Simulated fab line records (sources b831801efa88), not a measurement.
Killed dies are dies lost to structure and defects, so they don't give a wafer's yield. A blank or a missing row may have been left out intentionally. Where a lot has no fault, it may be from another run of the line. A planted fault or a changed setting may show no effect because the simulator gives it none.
What tool caused it?	flow sky130	at 1 step of a route of 708, 14 lots with 42 wafers sampled

== WHAT THE GAUGES READ, wafer by wafer ==
Not one reading of a measure or inspect step in the record can be checked against a usual standard deviation.

== TOOL THAT RAN EACH LOT (tool first, then ch and the chambers of the sampled wafers, then the start) ==
lot	SKY_LDD_P_PEB_05
L645	litho_track-03 ch 0, day 19 15:26
L647	litho_track-03 ch 0, day 20 11:32
L649	litho_track-03 ch 0, day 21 01:41
L648	litho_track-03 ch 0, day 21 03:08
L651	litho_track-04 ch 0, day 21 19:55
L653	litho_track-04 ch 0, day 22 12:28
L655	litho_track-03 ch 0, day 23 09:25
L656	litho_track-02 ch 0, day 23 13:08
L657	litho_track-03 ch 0, day 24 08:49
L660	litho_track-02 ch 0, day 24 23:46
L663	litho_track-04 ch 0, day 25 20:10
L664	litho_track-04, day 26 08:56
L666	litho_track-03, day 26 23:19
L668	litho_track-02 ch 0, day 27 17:55
- SKY_LDD_P_PEB_05

== WHAT THE TOOLS THEMSELVES READ (means of the sampled wafers that have a number; where no wafer has one, the mark that the record gives instead) ==
SKY_LDD_P_PEB_05.
lot	tool	exhaust_pa (Pa)
L645	litho_track-03	44.5
L647	litho_track-03	45.1
L649	litho_track-03	45.1
L648	litho_track-03	45.6
L651	litho_track-04	44.9
L653	litho_track-04	45.0
L655	litho_track-03	45.3
L656	litho_track-02	45.1
L657	litho_track-03	45.9
L660	litho_track-02	44.6
L663	litho_track-04	45.4
L664	litho_track-04	-
L666	litho_track-03	-
L668	litho_track-02	45.4

== THE ANSWER, worked out from the rows above alone ==
Rule: the usual values come from the lots themselves. Put in order of their means at a reading, lots are off if they are a third of the lots or fewer, leave a main group of 4 or more, and stand apart from it by a gap of 3 or more times the standard deviation of the main group's means; of several such gaps the widest counts. The tables above print the reading to a certain number of digits; a main group whose means all agree to those digits is not used. A lot without any number at a reading at which 4 lots or more have one is off too. Where the step has rows for the other lots, those lots are counted as sound. Order of review: gauges by route order, followed by the tools' own readings, for which a lot's mean as printed above is used. At the first step where some lot is off, the reading lying furthest off is the one used; lots without a number count as furthest.
Off, at SKY_LDD_P_PEB_05 on exhaust_pa: L664, L666. Without a number there: L664, L666. The main group: mean 45.2 Pa, standard deviation 0.38.
If a tool, at that step or one of the process steps before it, ran each lot that is off and ran no sound lot following the first of them, it fits. No candidate that was tried fits.

== WHAT THE SIMULATOR HAD INSERTED ==
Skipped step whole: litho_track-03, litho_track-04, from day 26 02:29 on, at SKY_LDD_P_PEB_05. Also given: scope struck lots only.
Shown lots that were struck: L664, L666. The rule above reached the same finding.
